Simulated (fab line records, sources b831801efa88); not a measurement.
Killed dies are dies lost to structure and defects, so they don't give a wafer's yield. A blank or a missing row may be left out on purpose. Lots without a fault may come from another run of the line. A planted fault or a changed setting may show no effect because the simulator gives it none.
fab line records | flow sky130 | part 2 of 2: steps 30 to 42 of 42
record lots=5 wafers=15 last_day=49
route steps=708 shown POLY_GATE@225 LDD_N@237 LDD_P@255
lots that met no fault: from a run of the same line without faults
start_h: hours from the record's first day to the start of the lot's first wafer shown | wait_h: hours since the lot's step before | " the same as in the row above | L1.1+2: a row that stands for several wafers | - no value, or no start given | * or withheld: withheld | < > ~ a bound
route shown NAME@n: a module of which the file shows steps, and the number in the route of the first | usual: mean/standard deviation of fault-free wafers | same: alike in all rows | chamber/n: place in a boat | sites: the reading at each site | _std_site: their standard deviation | _edge_site: outer sites' mean less inner sites' | radius_mm: how far each site lies from the wafer's centre | mask NAME#n: copy n | behind: the tool/chamber that last shaped the wafer | hold: why the lot was held/for how many hours/how that ended | device: the transistor (n, p or np) that didn't switch | end of line: the same wafers' tests at the end of the route | a step without rows: its recipe alone | killed: dies lost to structure and defects at the first sort, not the wafer's yield | map: a wafer's dies, x killed, . not, _ none there
set.NAME: the setting as run; set.NAME@STEP: as run at that earlier step | model.NAME: the simulator's own value behind a step, which no gauge read
lots at some steps of the route; a table a step, a row a wafer
services: from which hour (start_h, from the record's first day; less than 0 if before it) a tool's chamber was out of use, for how many hours, and why
## steps
# step SKY_LDD_N_TW_MEAS_17
# usual LDD_N_TW=2574/14
# columns lot.wafer tool chamber start_h wait_h LDD_N_TW
L081.3 film_metro-02 - 462.67 0.1 2566
L081.4 " - " " 2544
L081.5 " - " " 2551
L080.1 film_metro-03 - 462.77 0.1 2585
L080.3 " - " " 2573
L080.6 " - " " 2573
L090.3 film_metro-02 - 543.24 0.1 2562
L090.4 " - " " 2565
L090.6 " - " " 2540
L088.2 film_metro-03 - 544.81 0.1 2568
L088.4 " - " " 2570
L088.6 " - " " 2579
L093.2 film_metro-01 - 560.71 0.1 2574
L093.4 " - " " 2592
L093.5 " - " " 2572
# step SKY_LDD_P_DEHYDRATE_00
# recipe temp_c=200 time_s=60
# columns lot.wafer tool chamber start_h wait_h
L081.3+4+5 litho_track-03 0 478.42 15.7
L080.1+3+6 litho_track-01 0 478.52 15.7
L090.3+4+6 litho_track-04 0 557.11 13.9
L088.2+4+6 litho_track-04 0 558.49 13.7
L093.2+4+5 litho_track-03 0 575.29 14.6
# step SKY_LDD_P_HMDS_01
# recipe prime_time_s=60 prime_temp_c=120
# columns lot.wafer tool chamber start_h wait_h
L081.3+4+5 litho_track-03 0 478.57 0.1
L080.1+3+6 litho_track-01 0 478.67 0.1
L090.3+4+6 litho_track-04 0 557.26 0.1
L088.2+4+6 litho_track-04 0 558.64 0.1
L093.2+4+5 litho_track-03 0 575.44 0.1
# step SKY_LDD_P_COAT_02
# recipe resist=NOVOLAK spin_rpm=3000 resist_thk_nm=1140
# columns lot.wafer tool chamber start_h wait_h
L081.3+4+5 litho_track-03 0 478.72 0.1
L080.1+3+6 litho_track-01 0 478.82 0.1
L090.3+4+6 litho_track-04 0 557.41 0.1
L088.2+4+6 litho_track-04 0 558.79 0.1
L093.2+4+5 litho_track-03 0 575.59 0.1
# step SKY_LDD_P_SOFTBAKE_03
# recipe temp_c=90 time_s=60 resist=NOVOLAK
# columns lot.wafer tool chamber start_h wait_h
L081.3+4+5 litho_track-03 0 478.87 0.1
L080.1+3+6 litho_track-01 0 478.97 0.1
L090.3+4+6 litho_track-04 0 557.56 0.1
L088.2+4+6 litho_track-04 0 558.94 0.1
L093.2+4+5 litho_track-03 0 575.74 0.1
# step SKY_LDD_P_EXPOSE_04
# recipe mask_id=PSDM na=0.6 source_shape=conventional sigma_outer=0.6 polarization=unpolarized target_cd_nm=380 dose_mj=135.6
# usual exposure_dose_mJ_cm2=137.90/0.14
# columns lot.wafer tool chamber start_h wait_h mask exposure_dose_mJ_cm2
L081.3 iline_stepper-02 0 - - PSDM#0 138.20
L081.4 " 0 " " PSDM#0 138.14
L081.5 " 0 " " PSDM#0 138.09
L080.1 iline_stepper-02 0 - - PSDM#0 137.76
L080.3 " 0 " " PSDM#0 137.73
L080.6 " 0 " " PSDM#0 137.89
L090.3 iline_stepper-01 0 - - PSDM#0 137.62
L090.4 " 0 " " PSDM#0 137.66
L090.6 " 0 " " PSDM#0 137.80
L088.2 iline_stepper-01 0 - - PSDM#0 137.79
L088.4 " 0 " " PSDM#0 138.02
L088.6 " 0 " " PSDM#0 137.99
L093.2 iline_stepper-01 0 - - PSDM#0 138.07
L093.4 " 0 " " PSDM#0 137.97
L093.5 " 0 " " PSDM#0 137.93
# step SKY_LDD_P_PEB_05
# recipe temp_c=withheld time_s=* resist=NOVOLAK
# columns lot.wafer tool chamber start_h wait_h
L081.3+4+5 litho_track-04 0 - -
L080.1+3+6 litho_track-03 0 - -
L090.3+4+6 litho_track-04 0 - -
L088.2+4+6 litho_track-04 0 - -
L093.2+4+5 litho_track-04 0 - -
# step SKY_LDD_P_DEVELOP_06
# recipe resist=NOVOLAK developer=TMAH develop_time_s=60 dev_temp_c=23
# columns lot.wafer tool chamber start_h wait_h
L081.3+4+5 litho_track-04 0 492.21 0.1
L080.1+3+6 litho_track-03 0 492.47 0.1
L090.3+4+6 litho_track-04 0 572.71 0.1
L088.2+4+6 litho_track-04 0 573.79 0.1
L093.2+4+5 litho_track-04 0 590.19 0.1
# step SKY_LDD_P_CD_MEAS_07
# recipe target_cd_nm=380
# usual cd_nm=380.5/2.6
# columns lot.wafer tool chamber start_h wait_h cd_nm
L081.3 cd_sem-01 - 492.39 0.2 383.2
L081.4 " - " " 380.4
L081.5 " - " " 385.1
L080.1 cd_sem-02 - 492.62 0.1 383.4
L080.3 " - " " 381.3
L080.6 " - " " 379.0
L090.3 cd_sem-02 - 572.85 0.1 376.1
L090.4 " - " " 376.5
L090.6 " - " " 375.7
L088.2 cd_sem-02 - 573.93 0.1 379.2
L088.4 " - " " 379.8
L088.6 " - " " 377.8
L093.2 cd_sem-02 - 590.33 0.1 376.6
L093.4 " - " " 379.4
L093.5 " - " " 376.5
# step SKY_LDD_P_OVL_MEAS_08
# usual LDD_P_OVL=-0.2/1.3
# columns lot.wafer tool chamber start_h wait_h LDD_P_OVL[nm]
L081.3 overlay-02 - 492.48 0.1 0.1
L081.4 " - " " -0.5
L081.5 " - " " 0.0
L080.1 overlay-02 - 492.74 0.1 1.1
L080.3 " - " " -0.5
L080.6 " - " " -2.5
L090.3 overlay-01 - 572.94 0.1 1.2
L090.4 " - " " -0.3
L090.6 " - " " 0.2
L088.2 overlay-01 - 574.04 0.1 3.5
L088.4 " - " " 2.3
L088.6 " - " " -0.2
L093.2 overlay-01 - 590.44 0.1 1.7
L093.4 " - " " 1.3
L093.5 " - " " -0.3
# step SKY_LDD_P_IMPLANT_09
# recipe species=BF2 energy_kev=25 dose_cm2=1e+13 tilt_deg=withheld
# columns lot.wafer tool chamber start_h wait_h
L081.3+4+5 implanter-04 0 492.56 0.1
L080.1+3+6 implanter-01 0 492.77 0.0
L090.3+4+6 implanter-04 0 573.02 0.1
L088.2+4+6 implanter-04 0 574.09 0.0
L093.2+4+5 implanter-01 0 590.49 0.0
# step SKY_LDD_P_STRIP_10
# recipe chemistry=O2/N2 power_w=1400 pressure_mtorr=1500 platen_temp_c=withheld o2_flow_sccm=3000 n2_flow_sccm=300 overash_fraction=0.5
# usual drypump_motor_current_A=5.73/0.29 n2_flow_sccm=299.8/0.85 o2_flow_sccm=3000/7.9 oes_product_au=0.715/0.005 strip_time_to_endpoint_s=14.16/0.033
# columns lot.wafer tool chamber start_h wait_h drypump_motor_current_A n2_flow_sccm o2_flow_sccm oes_product_au rf_hours_counter_h strip_time_to_endpoint_s
L081.3 plasma_asher-04 0 492.69 0.1 5.57 300.1 3005 0.712 - 14.21
L081.4 " 1 " " 6.00 299.9 2998 0.724 - 14.23
L081.5 " 0 " " 5.57 299.2 2985 0.711 - 14.18
L080.1 plasma_asher-03 0 492.92 0.1 6.06 298.8 2993 0.715 35 14.15
L080.3 " 1 " " 5.29 299.7 3003 0.713 - 14.17
L080.6 " 0 " " 6.09 299.7 2989 0.712 - 14.17
L090.3 plasma_asher-03 0 573.15 0.1 6.03 300.6 2991 0.714 - 14.13
L090.4 " 1 " " 5.29 299.3 3003 0.713 - 14.18
L090.6 " 1 " " 5.26 299.5 2984 0.705 - 14.14
L088.2 plasma_asher-03 1 574.22 0.1 5.26 298.7 3003 0.718 42 14.14
L088.4 " 0 " " 5.99 299.6 3011 0.717 - 14.12
L088.6 " 1 " " 5.25 299.9 2987 0.728 - 14.13
L093.2 plasma_asher-01 0 590.62 0.1 5.83 299.9 3006 0.711 16 14.25
L093.4 " 1 " " 5.66 300.0 3009 0.710 - 14.18
L093.5 " 1 " " 5.69 299.5 3015 0.714 - 14.17
# step SKY_LDD_P_TW_MEAS_11
# usual LDD_P_TW=629/5.3
# columns lot.wafer tool chamber start_h wait_h LDD_P_TW
L081.3 film_metro-02 - 492.78 0.1 627
L081.4 " - " " 628
L081.5 " - " " 628
L080.1 film_metro-02 - 493.02 0.1 626
L080.3 " - " " 628
L080.6 " - " " 630
L090.3 film_metro-04 - 573.24 0.1 621
L090.4 " - " " 623
L090.6 " - " " 621
L088.2 film_metro-02 - 574.33 0.1 632
L088.4 " - " " 628
L088.6 " - " " 631
L093.2 film_metro-01 - 590.73 0.1 633
L093.4 " - " " 632
L093.5 " - " " 632
## services
# columns tool chamber start_h hours kind
plasma_asher-01 - 421.25 9.0 pm
plasma_asher-04 - 421.81 2.0 repair
implanter-02 - 428.85 1.5 repair
iline_stepper-02 - 433.19 9.0 repair
implanter-04 - 433.40 4.1 repair
rie_diel-02 3 437.05 1.4 repair
rie_diel-04 2 443.44 5.8 repair
plasma_asher-02 - 448.25 2.8 pm
rie_diel-04 0 461.20 12.0 repair
wet_bench-01 - 469.78 1.7 repair
furnace-01 - 473.44 4.6 repair
iline_stepper-02 - 485.50 2.5 repair
iline_stepper-01 - 488.00 1.7 pm
plasma_asher-04 - 494.87 1.0 repair
rie_diel-01 2 500.63 9.8 repair
iline_stepper-01 - 523.42 1.5 repair
iline_stepper-02 - 530.75 1.7 pm
implanter-04 - 532.23 3.4 repair
furnace-01 - 545.65 4.9 pm
rie_diel-04 0 550.24 1.2 repair
rie_diel-04 2 575.81 6.3 repair
furnace-01 - 577.91 3.4 pm
rie_si-02 2 579.88 1.9 repair
iline_stepper-01 - 587.19 2.1 pm
